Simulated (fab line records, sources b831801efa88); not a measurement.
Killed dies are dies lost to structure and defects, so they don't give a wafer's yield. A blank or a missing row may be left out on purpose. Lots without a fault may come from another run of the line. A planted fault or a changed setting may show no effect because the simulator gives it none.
Which tool did it? | flow gf180mcu | 6 lots, 18 wafers sampled, at 3 steps of a route of 602

WHAT THE GAUGES READ, wafer by wafer
GF_CONTACT_THK_MEAS_01.
lot  | measured     | on            | CONTACT_CVD_00_THK (nm)
L116 | day 17 08:00 | film_metro-02 | 298 298 300
L118 | day 18 00:40 | film_metro-01 | 296 296 296
L120 | day 19 07:14 | film_metro-02 | 301 296 300
L123 | day 20 03:56 | film_metro-01 | 298 299 296
L125 | day 20 19:25 | film_metro-02 | 295 295 292
L128 | day 21 15:56 | film_metro-03 | 293 293 293

WHICH TOOL RAN EACH LOT (tool, then ch and the chambers of the sampled wafers, then the start)
lot  | GF_SALICIDE_SPUTTER_03       | GF_CONTACT_CVD_00
L116 | pvd_sputter-04, day 17 07:28 | hdpcvd-02 ch 1,2, day 17 07:57
L118 | pvd_sputter-01, day 18 00:07 | hdpcvd-02 ch 0,1,2, day 18 00:36
L120 | pvd_sputter-04, day 19 06:41 | hdpcvd-01 ch 0,2, day 19 07:11
L123 | pvd_sputter-03, day 20 03:22 | hdpcvd-01 ch 0,2, day 20 03:52
L125 | pvd_sputter-04, day 20 18:50 | hdpcvd-02 ch 0,1,2, day 20 19:22
L128 | pvd_sputter-03, day 21 15:23 | hdpcvd-02 ch 0,1, day 21 15:53
- GF_SALICIDE_SPUTTER_03: material TiN, target thk 20 nm, time 16.7 s.
- GF_CONTACT_CVD_00: deposits SiO2, target thk 300 nm, time 50 s.

THE ANSWER, worked out from the rows above alone
Rule: what is usual is taken from the lots themselves. Put in order of their means at a reading, lots are off if they are a third of the lots or fewer, leave a main group of 4 or more, and stand apart from it by a gap of 3 or more times the standard deviation of the main group's means; of several such gaps the widest counts. A main group whose means are all the same, to the digits that the tables above print for the reading, isn't used. A lot without any number at a reading at which 4 lots or more have one is off too. The other lots that the step has rows for count as sound.
No lot is off at any reading shown: from this, nothing can be told.

WHAT THE SIMULATOR HAD PUT IN
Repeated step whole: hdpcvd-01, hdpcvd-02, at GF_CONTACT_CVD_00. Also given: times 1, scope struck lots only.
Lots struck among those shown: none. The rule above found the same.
